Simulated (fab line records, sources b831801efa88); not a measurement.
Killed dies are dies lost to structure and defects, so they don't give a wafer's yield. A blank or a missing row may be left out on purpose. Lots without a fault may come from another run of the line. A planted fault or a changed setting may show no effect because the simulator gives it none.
Which tool did it? | flow gf180mcu | 7 lots, 21 wafers sampled, at 1 step of a route of 602

WHAT THE GAUGES READ, wafer by wafer
GF_VT_IMPLANT_RS_MEAS_48: measures by four-point-probe.
lot  | measured     | on            | LVPWELL_RS (ohm/sq)
L900 | day 8 19:50  | film_metro-03 | 1191 1191 1194
L903 | day 9 19:46  | film_metro-04 | 1191 1193 1192
L904 | day 10 01:59 | film_metro-04 | 1195 1195 1193
L908 | day 10 21:06 | film_metro-01 | 1201 1203 1204
L910 | day 11 06:07 | film_metro-01 | 1196 1196 1198
L915 | day 12 16:15 | film_metro-01 | 1198 1197 1200
L920 | day 14 00:47 | film_metro-04 | 1193 1193 1194

WHICH TOOL RAN EACH LOT (tool, then ch and the chambers of the sampled wafers, then the start)
The record holds no process step before these readings.

THE ANSWER, worked out from the rows above alone
Rule: what is usual is taken from the lots themselves. Put in order of their means at a reading, lots are off if they are a third of the lots or fewer, leave a main group of 4 or more, and stand apart from it by a gap of 3 or more times the standard deviation of the main group's means; of several such gaps the widest counts. A main group whose means are all the same, to the digits that the tables above print for the reading, isn't used. A lot without any number at a reading at which 4 lots or more have one is off too. The other lots that the step has rows for count as sound.
No lot is off at any reading shown: from this, nothing can be told.

WHAT THE SIMULATOR HAD PUT IN
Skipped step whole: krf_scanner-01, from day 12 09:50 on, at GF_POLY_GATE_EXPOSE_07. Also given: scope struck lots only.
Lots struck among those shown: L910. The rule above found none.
